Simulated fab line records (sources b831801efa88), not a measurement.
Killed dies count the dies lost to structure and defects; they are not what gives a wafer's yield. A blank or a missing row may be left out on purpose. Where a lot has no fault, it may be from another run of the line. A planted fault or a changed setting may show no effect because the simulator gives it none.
fab line records || flow sfq-line
record: {"lots": 14, "wafers": 41, "last-day": 91}
route steps=325 shown I5@233
lots that met no fault: taken from a fault-free run of the same line
start-h: the number of hours between the record's first day and the start of the first shown wafer of the lot || wait-h: hours from the lot's prior step to this one || " same as the row above || L1.1+2: a row that stands for several wafers || - either no value or no given start || * or withheld: withheld || < > ~ a bound
route shown NAME@n: names a module that has steps shown in the file, with the first one's number in the route || usual: mean and standard deviation over wafers with no fault || same: alike in all rows || chamber/n: place in a boat || sites: per-site readings || _std_site: the values' standard deviation || _edge_site: outer sites' mean less inner sites' || radius-mm: for every site, how far away it sits from the centre of the wafer || mask NAME#n: copy n || behind: the last tool/chamber to shape the wafer || hold: what put the lot on hold/how long, in hours/how the hold closed || device: the n, p or np transistor that did not switch || end of line: at the end of the route, the tests of the same wafers || a step with no rows: only its recipe || killed: the dies lost at the first sort to structure and to defects; this is not the yield of the wafer || map: the dies of a wafer, with x for killed, . for not killed, _ for no die there
set.NAME: the setting the step ran with; set.NAME@STEP: the setting that earlier step ran with || model.NAME: the simulator's own value behind a step, which no gauge read
steps of the route over a sample of lots; a table a step, a row a wafer
== steps ==
step: SFQ_TRILAYER_I5_LITHO_PEB_147
recipe: {"peb-temp-c": 115, "peb-time-s": 60, "resist": "KrF"}
usual: {"chill-plate-temp-C": "22.99/0.1", "exhaust-pa": "45.1/0.83", "peb-time-s": "60/0"}
{"lot.wafer": "L182.1", "tool": "litho-track-01", "chamber": 0, "start-h": 1599.52, "wait-h": 1.0, "chill-plate-temp-C": 22.86, "exhaust-pa": 44.7, "peb-time-s": 60}
{"lot.wafer": "L182.2", "tool": "litho-track-01", "chamber": 0, "start-h": 1599.52, "wait-h": 1.0, "chill-plate-temp-C": 23.01, "exhaust-pa": 45.7, "peb-time-s": 60}
{"lot.wafer": "L182.3", "tool": "litho-track-01", "chamber": 0, "start-h": 1599.52, "wait-h": 1.0, "chill-plate-temp-C": 22.81, "exhaust-pa": 44.7, "peb-time-s": 60}
{"lot.wafer": "L184.1", "tool": "litho-track-04", "chamber": 0, "start-h": 1603.12, "wait-h": 1.0, "chill-plate-temp-C": 22.84, "exhaust-pa": 45.8, "peb-time-s": 60}
{"lot.wafer": "L184.4", "tool": "litho-track-04", "chamber": 0, "start-h": 1603.12, "wait-h": 1.0, "chill-plate-temp-C": 22.65, "exhaust-pa": 44.0, "peb-time-s": 60}
{"lot.wafer": "L184.5", "tool": "litho-track-04", "chamber": 0, "start-h": 1603.12, "wait-h": 1.0, "chill-plate-temp-C": 22.83, "exhaust-pa": 44.9, "peb-time-s": 60}
{"lot.wafer": "L185.1", "tool": "litho-track-04", "chamber": 0, "start-h": 1604.45, "wait-h": 1.0, "chill-plate-temp-C": 23.13, "exhaust-pa": 45.0, "peb-time-s": 60}
{"lot.wafer": "L185.2", "tool": "litho-track-04", "chamber": 0, "start-h": 1604.45, "wait-h": 1.0, "chill-plate-temp-C": 23.08, "exhaust-pa": 44.5, "peb-time-s": 60}
{"lot.wafer": "L185.6", "tool": "litho-track-04", "chamber": 0, "start-h": 1604.45, "wait-h": 1.0, "chill-plate-temp-C": 23.08, "exhaust-pa": 44.9, "peb-time-s": 60}
{"lot.wafer": "L188.2", "tool": "litho-track-03", "chamber": 0, "start-h": 1626.77, "wait-h": 0.8, "chill-plate-temp-C": 22.95, "exhaust-pa": 45.8, "peb-time-s": 60}
{"lot.wafer": "L188.4", "tool": "litho-track-03", "chamber": 0, "start-h": 1626.77, "wait-h": 0.8, "chill-plate-temp-C": 22.95, "exhaust-pa": 45.4, "peb-time-s": 60}
{"lot.wafer": "L188.5", "tool": "litho-track-03", "chamber": 0, "start-h": 1626.77, "wait-h": 0.8, "chill-plate-temp-C": 22.93, "exhaust-pa": 45.8, "peb-time-s": 60}
{"lot.wafer": "L189.1", "tool": "litho-track-04", "chamber": 0, "start-h": 1636.33, "wait-h": 1.0, "chill-plate-temp-C": 23.16, "exhaust-pa": 44.4, "peb-time-s": 60}
{"lot.wafer": "L189.4", "tool": "litho-track-04", "chamber": 0, "start-h": 1636.33, "wait-h": 1.0, "chill-plate-temp-C": 23.07, "exhaust-pa": 45.0, "peb-time-s": 60}
{"lot.wafer": "L189.6", "tool": "litho-track-04", "chamber": 0, "start-h": 1636.33, "wait-h": 1.0, "chill-plate-temp-C": 23.00, "exhaust-pa": 44.2, "peb-time-s": 60}
{"lot.wafer": "L192.1", "tool": "litho-track-03", "chamber": 0, "start-h": 1654.20, "wait-h": 1.0, "chill-plate-temp-C": 22.96, "exhaust-pa": 45.9, "peb-time-s": 60}
{"lot.wafer": "L192.2", "tool": "litho-track-03", "chamber": 0, "start-h": 1654.20, "wait-h": 1.0, "chill-plate-temp-C": 22.81, "exhaust-pa": 45.5, "peb-time-s": 60}
{"lot.wafer": "L192.5", "tool": "litho-track-03", "chamber": 0, "start-h": 1654.20, "wait-h": 1.0, "chill-plate-temp-C": 22.86, "exhaust-pa": 45.2, "peb-time-s": 60}
{"lot.wafer": "L193.4", "tool": "litho-track-04", "chamber": "-", "start-h": 1655.47, "wait-h": 0.5, "chill-plate-temp-C": "-", "exhaust-pa": "-", "peb-time-s": "-"}
{"lot.wafer": "L193.6", "tool": "litho-track-04", "chamber": "-", "start-h": 1655.47, "wait-h": 0.5, "chill-plate-temp-C": "-", "exhaust-pa": "-", "peb-time-s": "-"}
{"lot.wafer": "L194.3", "tool": "litho-track-04", "chamber": "-", "start-h": 1656.65, "wait-h": 0.7, "chill-plate-temp-C": "-", "exhaust-pa": "-", "peb-time-s": "-"}
{"lot.wafer": "L194.4", "tool": "litho-track-04", "chamber": "-", "start-h": 1656.65, "wait-h": 0.7, "chill-plate-temp-C": "-", "exhaust-pa": "-", "peb-time-s": "-"}
{"lot.wafer": "L194.6", "tool": "litho-track-04", "chamber": "-", "start-h": 1656.65, "wait-h": 0.7, "chill-plate-temp-C": "-", "exhaust-pa": "-", "peb-time-s": "-"}
{"lot.wafer": "L197.2", "tool": "litho-track-03", "chamber": 0, "start-h": 1879.98, "wait-h": 0.8, "chill-plate-temp-C": 23.09, "exhaust-pa": 45.2, "peb-time-s": 60}
{"lot.wafer": "L197.4", "tool": "litho-track-03", "chamber": 0, "start-h": 1879.98, "wait-h": 0.8, "chill-plate-temp-C": 23.08, "exhaust-pa": 46.2, "peb-time-s": 60}
{"lot.wafer": "L197.6", "tool": "litho-track-03", "chamber": 0, "start-h": 1879.98, "wait-h": 0.8, "chill-plate-temp-C": 23.17, "exhaust-pa": 45.1, "peb-time-s": 60}
{"lot.wafer": "L198.2", "tool": "litho-track-01", "chamber": 0, "start-h": 1881.18, "wait-h": 0.8, "chill-plate-temp-C": 23.03, "exhaust-pa": 46.2, "peb-time-s": 60}
{"lot.wafer": "L198.3", "tool": "litho-track-01", "chamber": 0, "start-h": 1881.18, "wait-h": 0.8, "chill-plate-temp-C": 23.05, "exhaust-pa": 44.1, "peb-time-s": 60}
{"lot.wafer": "L198.4", "tool": "litho-track-01", "chamber": 0, "start-h": 1881.18, "wait-h": 0.8, "chill-plate-temp-C": 23.00, "exhaust-pa": 45.4, "peb-time-s": 60}
{"lot.wafer": "L199.2", "tool": "litho-track-04", "chamber": 0, "start-h": 1887.18, "wait-h": 0.8, "chill-plate-temp-C": 23.14, "exhaust-pa": 47.4, "peb-time-s": 60}
{"lot.wafer": "L199.4", "tool": "litho-track-04", "chamber": 0, "start-h": 1887.18, "wait-h": 0.8, "chill-plate-temp-C": 23.00, "exhaust-pa": 44.3, "peb-time-s": 60}
{"lot.wafer": "L199.6", "tool": "litho-track-04", "chamber": 0, "start-h": 1887.18, "wait-h": 0.8, "chill-plate-temp-C": 23.03, "exhaust-pa": 44.2, "peb-time-s": 60}
{"lot.wafer": "L202.1", "tool": "litho-track-03", "chamber": 0, "start-h": 1894.35, "wait-h": 1.0, "chill-plate-temp-C": 22.92, "exhaust-pa": 46.3, "peb-time-s": 60}
{"lot.wafer": "L202.2", "tool": "litho-track-03", "chamber": 0, "start-h": 1894.35, "wait-h": 1.0, "chill-plate-temp-C": 23.08, "exhaust-pa": 44.9, "peb-time-s": 60}
{"lot.wafer": "L202.5", "tool": "litho-track-03", "chamber": 0, "start-h": 1894.35, "wait-h": 1.0, "chill-plate-temp-C": 22.95, "exhaust-pa": 44.2, "peb-time-s": 60}
{"lot.wafer": "L203.2", "tool": "litho-track-04", "chamber": 0, "start-h": 1900.38, "wait-h": 0.8, "chill-plate-temp-C": 23.12, "exhaust-pa": 45.7, "peb-time-s": 60}
{"lot.wafer": "L203.3", "tool": "litho-track-04", "chamber": 0, "start-h": 1900.38, "wait-h": 0.8, "chill-plate-temp-C": 23.03, "exhaust-pa": 45.4, "peb-time-s": 60}
{"lot.wafer": "L203.5", "tool": "litho-track-04", "chamber": 0, "start-h": 1900.38, "wait-h": 0.8, "chill-plate-temp-C": 23.13, "exhaust-pa": 46.7, "peb-time-s": 60}
{"lot.wafer": "L204.1", "tool": "litho-track-04", "chamber": 0, "start-h": 1920.75, "wait-h": 1.0, "chill-plate-temp-C": 22.89, "exhaust-pa": 43.6, "peb-time-s": 60}
{"lot.wafer": "L204.5", "tool": "litho-track-04", "chamber": 0, "start-h": 1920.75, "wait-h": 1.0, "chill-plate-temp-C": 23.09, "exhaust-pa": 45.3, "peb-time-s": 60}
{"lot.wafer": "L204.6", "tool": "litho-track-04", "chamber": 0, "start-h": 1920.75, "wait-h": 1.0, "chill-plate-temp-C": 23.00, "exhaust-pa": 45.6, "peb-time-s": 60}
== key ==
first-sign: {"step": "SFQ_TRILAYER_I5_LITHO_PEB_147", "reading": "tool-record", "direction": "missing"}
effect none on later readings
met-at SFQ_TRILAYER_I5_LITHO_PEB_147
struck-lots L193,L194
onset-between 1636.33 1655.47
fault: {"kind": "skipped-step-whole", "tool": "litho-track-04", "chamber": "-", "onset-h": 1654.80, "steps": "SFQ_TRILAYER_I5_LITHO_PEB_147", "scope": "struck-lots-only"}
